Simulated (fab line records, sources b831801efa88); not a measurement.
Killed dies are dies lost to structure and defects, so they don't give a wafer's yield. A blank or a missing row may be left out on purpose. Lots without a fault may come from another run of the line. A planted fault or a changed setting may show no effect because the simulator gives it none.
Which tool did it? | flow sky130 | 12 lots, 36 wafers sampled, at 1 step of a route of 708

WHAT THE GAUGES READ, wafer by wafer
SKY_METAL3_CD_MEAS_13: target cd 300 nm. Usual: cd_nm 300.1 nm, standard deviation 1.3.
lot  | measured     | on        | cd_nm (nm)        | flag
L550 | day 38 13:02 | cd_sem-02 | 301.4 300.0 300.5 |
L551 | day 38 21:37 | cd_sem-01 | 299.2 298.5 299.9 |
L552 | day 40 01:34 | cd_sem-01 | 301.3 300.1 299.6 |
L556 | day 40 07:32 | cd_sem-02 | 299.6 298.8 300.4 |
L557 | day 40 11:30 | cd_sem-02 | 299.6 301.6 300.3 |
L562 | day 42 07:31 | cd_sem-02 | 300.2 300.3 300.1 |
L564 | day 43 11:35 | cd_sem-02 | 299.1 300.1 299.9 |
L568 | day 43 16:12 | cd_sem-02 | 301.7 301.1 301.1 |
L569 | day 43 17:11 | cd_sem-01 | 300.2 302.4 300.0 |
L571 | day 44 12:04 | cd_sem-02 | 300.4 298.8 300.5 |
L572 | day 44 16:24 | cd_sem-01 | 301.3 301.1 300.5 |
L573 | day 44 18:21 | cd_sem-02 | 298.9 299.4 298.9 |

WHICH TOOL RAN EACH LOT (tool, then ch and the chambers of the sampled wafers, then the start)
The record holds no process step before these readings.

WHAT THE TOOLS THEMSELVES READ (means of the sampled wafers that have a number; where no wafer has one, the mark that the record gives instead)
The record holds no such reading with a usual standard deviation.

THE ANSWER, worked out from the rows above alone
Rule: a lot is off if the mean of its wafers that have a number lies more than 3 standard deviations from the usual mean. A lot without any number at a reading at which 4 lots or more have one is off too. The other lots that the step has rows for count as sound. The gauges are gone through in route order, then the tools' own readings, and for those a lot's mean is taken as printed above. The first step at which some lot is off is used, and at that step the reading that is off furthest; a lot without a number counts as furthest.
No lot is off at any reading shown: from this, nothing can be told.

WHAT THE SIMULATOR HAD PUT IN
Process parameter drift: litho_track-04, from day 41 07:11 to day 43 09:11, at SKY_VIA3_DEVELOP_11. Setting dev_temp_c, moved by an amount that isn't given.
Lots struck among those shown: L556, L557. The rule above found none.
